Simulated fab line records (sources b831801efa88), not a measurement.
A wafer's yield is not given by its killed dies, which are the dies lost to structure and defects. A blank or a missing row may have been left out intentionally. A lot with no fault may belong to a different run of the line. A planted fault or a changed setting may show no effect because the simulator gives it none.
Which tool is to blame? || flow sky130 || 12 lots, 36 wafers sampled, at 4 steps of a route of 708

## WHAT THE GAUGES READ, wafer by wafer
SKY_METAL1_RS_MEAS_05: a four-point-probe measurement. Usual: METAL1_ALCU_RS gives 0.1269 ohm/sq (standard deviation 0.0017).
{"lot": "L155", "measured": "day 31 23:20", "on": "film-metro-04", "METAL1_ALCU_RS (ohm/sq)": "0.1269 0.1267 0.1298", "flag": ""}
{"lot": "L156", "measured": "day 32 01:32", "on": "film-metro-04", "METAL1_ALCU_RS (ohm/sq)": "0.1303 0.1311 0.1272", "flag": ""}
{"lot": "L159", "measured": "day 33 01:47", "on": "film-metro-01", "METAL1_ALCU_RS (ohm/sq)": "0.1261 0.1264 0.1258", "flag": ""}
{"lot": "L161", "measured": "day 34 04:30", "on": "film-metro-01", "METAL1_ALCU_RS (ohm/sq)": "0.1300 0.1281 0.1279", "flag": ""}
{"lot": "L163", "measured": "day 34 05:56", "on": "film-metro-01", "METAL1_ALCU_RS (ohm/sq)": "0.1266 0.1264 0.1270", "flag": ""}
{"lot": "L164", "measured": "day 34 21:40", "on": "film-metro-02", "METAL1_ALCU_RS (ohm/sq)": "0.1253 0.1269 0.1246", "flag": ""}
{"lot": "L166", "measured": "day 35 04:06", "on": "film-metro-04", "METAL1_ALCU_RS (ohm/sq)": "0.1281 0.1277 0.1268", "flag": ""}
{"lot": "L168", "measured": "day 36 03:08", "on": "film-metro-01", "METAL1_ALCU_RS (ohm/sq)": "0.1239 0.1256 0.1244", "flag": ""}
{"lot": "L169", "measured": "day 36 03:53", "on": "film-metro-01", "METAL1_ALCU_RS (ohm/sq)": "0.1249 0.1286 0.1267", "flag": ""}
{"lot": "L172", "measured": "day 37 02:58", "on": "film-metro-02", "METAL1_ALCU_RS (ohm/sq)": "0.1272 0.1306 0.1304", "flag": ""}
{"lot": "L174", "measured": "day 38 04:58", "on": "film-metro-04", "METAL1_ALCU_RS (ohm/sq)": "0.1277 0.1266 0.1241", "flag": ""}
{"lot": "L175", "measured": "day 38 05:19", "on": "film-metro-02", "METAL1_ALCU_RS (ohm/sq)": "0.1264 0.1255 0.1259", "flag": ""}

SKY_VIA1_BOW_MEAS_03. Usual: VIA1_BOW gives 80 um (standard deviation 7.2).
{"lot": "L155", "measured": "day 33 03:31", "on": "film-metro-03", "VIA1_BOW (um)": "80 79 94", "flag": ""}
{"lot": "L156", "measured": "day 33 05:51", "on": "film-metro-03", "VIA1_BOW (um)": "88 90 73", "flag": ""}
{"lot": "L159", "measured": "day 34 05:47", "on": "film-metro-03", "VIA1_BOW (um)": "62 76 77", "flag": ""}
{"lot": "L161", "measured": "day 35 07:35", "on": "film-metro-04", "VIA1_BOW (um)": "85 88 80", "flag": ""}
{"lot": "L163", "measured": "day 35 10:22", "on": "film-metro-03", "VIA1_BOW (um)": "78 82 92", "flag": ""}
{"lot": "L164", "measured": "day 36 01:34", "on": "film-metro-03", "VIA1_BOW (um)": "83 70 69", "flag": ""}
{"lot": "L166", "measured": "day 36 08:01", "on": "film-metro-03", "VIA1_BOW (um)": "93 82 79", "flag": ""}
{"lot": "L168", "measured": "day 37 07:00", "on": "film-metro-04", "VIA1_BOW (um)": "67 86 64", "flag": ""}
{"lot": "L169", "measured": "day 37 08:00", "on": "film-metro-04", "VIA1_BOW (um)": "86 85 77", "flag": ""}
{"lot": "L172", "measured": "day 38 07:20", "on": "film-metro-03", "VIA1_BOW (um)": "78 73 59", "flag": ""}
{"lot": "L174", "measured": "day 39 08:10", "on": "film-metro-04", "VIA1_BOW (um)": "77 75 74", "flag": ""}
{"lot": "L175", "measured": "day 39 08:49", "on": "film-metro-04", "VIA1_BOW (um)": "81 77 78", "flag": ""}

SKY_VIA1_THK_MEAS_23: measures by xrf. Usual: VIA1_W_THK gives 277 nm (standard deviation 3.9).
{"lot": "L155", "measured": "day 34 07:39", "on": "film-metro-02", "VIA1_W_THK (nm)": "271 270 275", "flag": ""}
{"lot": "L156", "measured": "day 34 10:23", "on": "film-metro-02", "VIA1_W_THK (nm)": "274 275 279", "flag": ""}
{"lot": "L159", "measured": "day 35 09:44", "on": "film-metro-04", "VIA1_W_THK (nm)": "281 280 285", "flag": ""}
{"lot": "L161", "measured": "day 36 10:34", "on": "film-metro-03", "VIA1_W_THK (nm)": "279 277 279", "flag": ""}
{"lot": "L163", "measured": "day 36 13:28", "on": "film-metro-03", "VIA1_W_THK (nm)": "275 272 278", "flag": ""}
{"lot": "L164", "measured": "day 37 04:58", "on": "film-metro-04", "VIA1_W_THK (nm)": "274 282 277", "flag": ""}
{"lot": "L166", "measured": "day 37 11:39", "on": "film-metro-02", "VIA1_W_THK (nm)": "276 272 272", "flag": ""}
{"lot": "L168", "measured": "day 38 09:30", "on": "film-metro-04", "VIA1_W_THK (nm)": "286 283 281", "flag": ""}
{"lot": "L169", "measured": "day 38 11:29", "on": "film-metro-02", "VIA1_W_THK (nm)": "277 282 272", "flag": ""}
{"lot": "L172", "measured": "day 39 09:38", "on": "film-metro-02", "VIA1_W_THK (nm)": "275 279 278", "flag": ""}
{"lot": "L174", "measured": "day 40 09:59", "on": "film-metro-02", "VIA1_W_THK (nm)": "281 283 282", "flag": ""}
{"lot": "L175", "measured": "day 40 10:38", "on": "film-metro-02", "VIA1_W_THK (nm)": "281 277 285", "flag": ""}

## TOOL THAT RAN EACH LOT (tool first, then ch and the chambers of the sampled wafers, then the start)
{"lot": "L155", "SKY_VIA1_ETCH_14": "rie-diel-01 ch 1,2,3, day 34 06:41"}
{"lot": "L156", "SKY_VIA1_ETCH_14": "rie-diel-03 ch 0,1,2, day 34 09:26"}
{"lot": "L159", "SKY_VIA1_ETCH_14": "rie-diel-01 ch 0,1,3, day 35 08:43"}
{"lot": "L161", "SKY_VIA1_ETCH_14": "rie-diel-01 ch 2,3, day 36 09:35"}
{"lot": "L163", "SKY_VIA1_ETCH_14": "rie-diel-01 ch 0,1, day 36 12:29"}
{"lot": "L164", "SKY_VIA1_ETCH_14": "rie-diel-03 ch 0,2, day 37 03:59"}
{"lot": "L166", "SKY_VIA1_ETCH_14": "rie-diel-01 ch 0,1,3, day 37 10:41"}
{"lot": "L168", "SKY_VIA1_ETCH_14": "rie-diel-01 ch 1,2, day 38 08:32"}
{"lot": "L169", "SKY_VIA1_ETCH_14": "rie-diel-02 ch 0,1,3, day 38 10:28"}
{"lot": "L172", "SKY_VIA1_ETCH_14": "rie-diel-03 ch 0,2, day 39 08:41"}
{"lot": "L174", "SKY_VIA1_ETCH_14": "rie-diel-03 ch 2,3, day 40 09:02"}
{"lot": "L175", "SKY_VIA1_ETCH_14": "rie-diel-03 ch 2,3, day 40 09:40"}
- SKY_VIA1_ETCH_14: etches BARC in N2/H2, stops on SiO2, time 45.9 s, target depth 60 nm.

## WHAT THE TOOLS THEMSELVES READ (means of the sampled wafers that have a number; where no wafer has one, the mark that the record gives instead)
SKY_VIA1_ETCH_14. Usual: drypump-motor-current-A 5.8 A, standard deviation 0.49; oes-product-au 0.855 a.u., standard deviation 0.005; run-length-s 74.2 s, standard deviation 0.4; throttle-valve-pct 13.224 %, standard deviation 0.0087.
{"lot": "L155", "tool": "rie-diel-01", "drypump-motor-current-A (A)": 5.6, "oes-product-au (a.u.)": 0.854, "run-length-s (s)": 74.1, "throttle-valve-pct (%)": 13.225, "flag": ""}
{"lot": "L156", "tool": "rie-diel-03", "drypump-motor-current-A (A)": 5.9, "oes-product-au (a.u.)": 0.852, "run-length-s (s)": 74.3, "throttle-valve-pct (%)": 13.227, "flag": ""}
{"lot": "L159", "tool": "rie-diel-01", "drypump-motor-current-A (A)": 5.4, "oes-product-au (a.u.)": 0.854, "run-length-s (s)": 73.8, "throttle-valve-pct (%)": 13.223, "flag": ""}
{"lot": "L161", "tool": "rie-diel-01", "drypump-motor-current-A (A)": 5.6, "oes-product-au (a.u.)": 0.856, "run-length-s (s)": 73.9, "throttle-valve-pct (%)": 13.220, "flag": ""}
{"lot": "L163", "tool": "rie-diel-01", "drypump-motor-current-A (A)": 5.5, "oes-product-au (a.u.)": 0.856, "run-length-s (s)": 74.2, "throttle-valve-pct (%)": 13.222, "flag": ""}
{"lot": "L164", "tool": "rie-diel-03", "drypump-motor-current-A (A)": 5.9, "oes-product-au (a.u.)": 0.850, "run-length-s (s)": 74.1, "throttle-valve-pct (%)": 13.222, "flag": ""}
{"lot": "L166", "tool": "rie-diel-01", "drypump-motor-current-A (A)": 5.5, "oes-product-au (a.u.)": 0.853, "run-length-s (s)": 74.0, "throttle-valve-pct (%)": 13.227, "flag": ""}
{"lot": "L168", "tool": "rie-diel-01", "drypump-motor-current-A (A)": 5.7, "oes-product-au (a.u.)": 0.852, "run-length-s (s)": 74.1, "throttle-valve-pct (%)": 13.237, "flag": ""}
{"lot": "L169", "tool": "rie-diel-02", "drypump-motor-current-A (A)": 5.7, "oes-product-au (a.u.)": 0.853, "run-length-s (s)": 73.9, "throttle-valve-pct (%)": 13.228, "flag": ""}
{"lot": "L172", "tool": "rie-diel-03", "drypump-motor-current-A (A)": 6.2, "oes-product-au (a.u.)": 0.917, "run-length-s (s)": 70.9, "throttle-valve-pct (%)": 13.231, "flag": "OFF"}
{"lot": "L174", "tool": "rie-diel-03", "drypump-motor-current-A (A)": 5.9, "oes-product-au (a.u.)": 0.919, "run-length-s (s)": 70.6, "throttle-valve-pct (%)": 13.228, "flag": "OFF"}
{"lot": "L175", "tool": "rie-diel-03", "drypump-motor-current-A (A)": 6.3, "oes-product-au (a.u.)": 0.914, "run-length-s (s)": 70.9, "throttle-valve-pct (%)": 13.240, "flag": "OFF"}

## THE ANSWER, worked out from the rows above alone
Rule: a lot is off if the mean of its wafers that have a number lies more than 3 standard deviations from the usual mean. A lot without any number at a reading at which 4 lots or more have one is off too. Any other lot the step has rows for is counted as sound. First the gauges in route order, then the tools' own readings, where a lot's mean is used as printed above. The first step at which some lot is off is used, and at that step the reading that is off furthest; a lot without a number counts as furthest.
Off, at SKY_VIA1_ETCH_14 on oes-product-au: L172, L174, L175.
If a tool, at that step or one of the process steps before it, ran each lot that is off and ran no sound lot following the first of them, it fits. One candidate fits, namely rie-diel-03 at SKY_VIA1_ETCH_14. A fault onset in the window from L164 (day 37 03:59, its last sound lot) to L172 (day 39 08:41, its first lot off) fits.
The tool's own readings at SKY_VIA1_ETCH_14 bear it out: on the lots that are off they differ by more than 5 times the standard deviation of the sound lots' means. oes-product-au reads 0.917 a.u. there against 0.853 a.u. on the sound lots; run-length-s reads 70.8 s there against 74.0 s on the sound lots.

## WHAT THE SIMULATOR HAD PUT IN
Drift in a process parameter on rie-diel-03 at SKY_VIA1_ETCH_14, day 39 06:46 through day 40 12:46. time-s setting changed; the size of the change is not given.
Lots struck among those shown: L172, L174, L175. This agrees with what the rule above found.
